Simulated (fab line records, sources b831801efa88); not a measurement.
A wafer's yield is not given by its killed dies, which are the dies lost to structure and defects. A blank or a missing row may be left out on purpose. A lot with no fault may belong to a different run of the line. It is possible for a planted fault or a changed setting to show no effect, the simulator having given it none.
Which tool did it? || flow sky130 || 15 lots with 45 wafers sampled at 2 steps, on a route of 708 steps

WHAT EACH GAUGE READ, for each wafer
SKY_LOCAL_INTERCONNECT_OVL_MEAS_12.
{"lot": "L530", "measured": "day 30 19:10", "on": "overlay-02", "LOCAL_INTERCONNECT_OVL (nm)": "-9 -3 -9"}
{"lot": "L531", "measured": "day 31 14:35", "on": "overlay-02", "LOCAL_INTERCONNECT_OVL (nm)": "-2 -5 -7"}
{"lot": "L532", "measured": "day 31 22:25", "on": "overlay-01", "LOCAL_INTERCONNECT_OVL (nm)": "-7 -12 -6"}
{"lot": "L534", "measured": "day 32 09:23", "on": "overlay-01", "LOCAL_INTERCONNECT_OVL (nm)": "0 -1 -4"}
{"lot": "L535", "measured": "day 32 18:05", "on": "overlay-02", "LOCAL_INTERCONNECT_OVL (nm)": "0 -10 -4"}
{"lot": "L536", "measured": "day 32 20:46", "on": "overlay-02", "LOCAL_INTERCONNECT_OVL (nm)": "0 -6 0"}
{"lot": "L537", "measured": "day 33 08:28", "on": "overlay-02", "LOCAL_INTERCONNECT_OVL (nm)": "3 -4 2"}
{"lot": "L538", "measured": "day 33 21:08", "on": "overlay-02", "LOCAL_INTERCONNECT_OVL (nm)": "-9 -2 -9"}
{"lot": "L539", "measured": "day 33 21:50", "on": "overlay-02", "LOCAL_INTERCONNECT_OVL (nm)": "-11 -9 -12"}
{"lot": "L545", "measured": "day 35 14:44", "on": "overlay-02", "LOCAL_INTERCONNECT_OVL (nm)": "-6 -1 -2"}
{"lot": "L547", "measured": "day 37 03:23", "on": "overlay-02", "LOCAL_INTERCONNECT_OVL (nm)": "5 3 5"}
{"lot": "L549", "measured": "day 37 10:50", "on": "overlay-01", "LOCAL_INTERCONNECT_OVL (nm)": "8 5 9"}
{"lot": "L550", "measured": "day 37 11:46", "on": "overlay-01", "LOCAL_INTERCONNECT_OVL (nm)": "-2 3 -1"}
{"lot": "L548", "measured": "day 37 14:35", "on": "overlay-01", "LOCAL_INTERCONNECT_OVL (nm)": "3 -1 1"}
{"lot": "L551", "measured": "day 37 18:03", "on": "overlay-01", "LOCAL_INTERCONNECT_OVL (nm)": "-9 -10 -6"}

SKY_CONTACT_BOW_MEAS_05.
{"lot": "L530", "measured": "day 30 20:32", "on": "film-metro-01", "CONTACT_BOW (um)": "79 86 84"}
{"lot": "L531", "measured": "day 31 16:17", "on": "film-metro-01", "CONTACT_BOW (um)": "85 86 84"}
{"lot": "L532", "measured": "day 31 23:43", "on": "film-metro-03", "CONTACT_BOW (um)": "88 86 84"}
{"lot": "L534", "measured": "day 32 10:45", "on": "film-metro-03", "CONTACT_BOW (um)": "87 88 82"}
{"lot": "L535", "measured": "day 32 19:29", "on": "film-metro-03", "CONTACT_BOW (um)": "70 79 76"}
{"lot": "L536", "measured": "day 32 22:10", "on": "film-metro-01", "CONTACT_BOW (um)": "86 81 82"}
{"lot": "L537", "measured": "day 33 09:44", "on": "film-metro-01", "CONTACT_BOW (um)": "82 71 83"}
{"lot": "L538", "measured": "day 33 22:25", "on": "film-metro-03", "CONTACT_BOW (um)": "70 89 83"}
{"lot": "L539", "measured": "day 33 23:10", "on": "film-metro-01", "CONTACT_BOW (um)": "74 71 99"}
{"lot": "L545", "measured": "day 35 16:05", "on": "film-metro-01", "CONTACT_BOW (um)": "77 65 80"}
{"lot": "L547", "measured": "day 37 04:39", "on": "film-metro-04", "CONTACT_BOW (um)": "88 88 101"}
{"lot": "L549", "measured": "day 37 12:16", "on": "film-metro-01", "CONTACT_BOW (um)": "85 73 64"}
{"lot": "L550", "measured": "day 37 13:11", "on": "film-metro-04", "CONTACT_BOW (um)": "76 78 82"}
{"lot": "L548", "measured": "day 37 15:56", "on": "film-metro-03", "CONTACT_BOW (um)": "85 76 82"}
{"lot": "L551", "measured": "day 37 19:20", "on": "film-metro-04", "CONTACT_BOW (um)": "84 85 89"}

TOOL THAT RAN EACH LOT (tool first, then ch and the chambers of the sampled wafers, then the start)
Record: no process step prior to these readings.

WHAT THE TOOLS THEMSELVES READ (means of the sampled wafers that have a number; where no wafer has one, the mark that the record gives instead)
The record holds no such reading with a usual standard deviation.

THE ANSWER, worked out from the rows above alone
Rule: the lots themselves supply what counts as usual. Put in order of their means at a reading, lots are off if they are a third of the lots or fewer, leave a main group of 4 or more, and stand apart from it by a gap of 3 or more times the standard deviation of the main group's means; of several such gaps the widest counts. The tables above print the reading to a certain number of digits; a main group whose means all agree to those digits is not used. Also off: a lot with no number at a reading for which 4 or more lots have one. All remaining lots with rows at the step are treated as sound. Order of review: gauges by route order, followed by the tools' own readings, for which a lot's mean as printed above is used. The first step at which some lot is off is used, and at that step the reading that is off furthest; a lot without a number counts as furthest.
None of the lots is off at any reading shown; this tells nothing.

WHAT THE SIMULATOR PUT IN
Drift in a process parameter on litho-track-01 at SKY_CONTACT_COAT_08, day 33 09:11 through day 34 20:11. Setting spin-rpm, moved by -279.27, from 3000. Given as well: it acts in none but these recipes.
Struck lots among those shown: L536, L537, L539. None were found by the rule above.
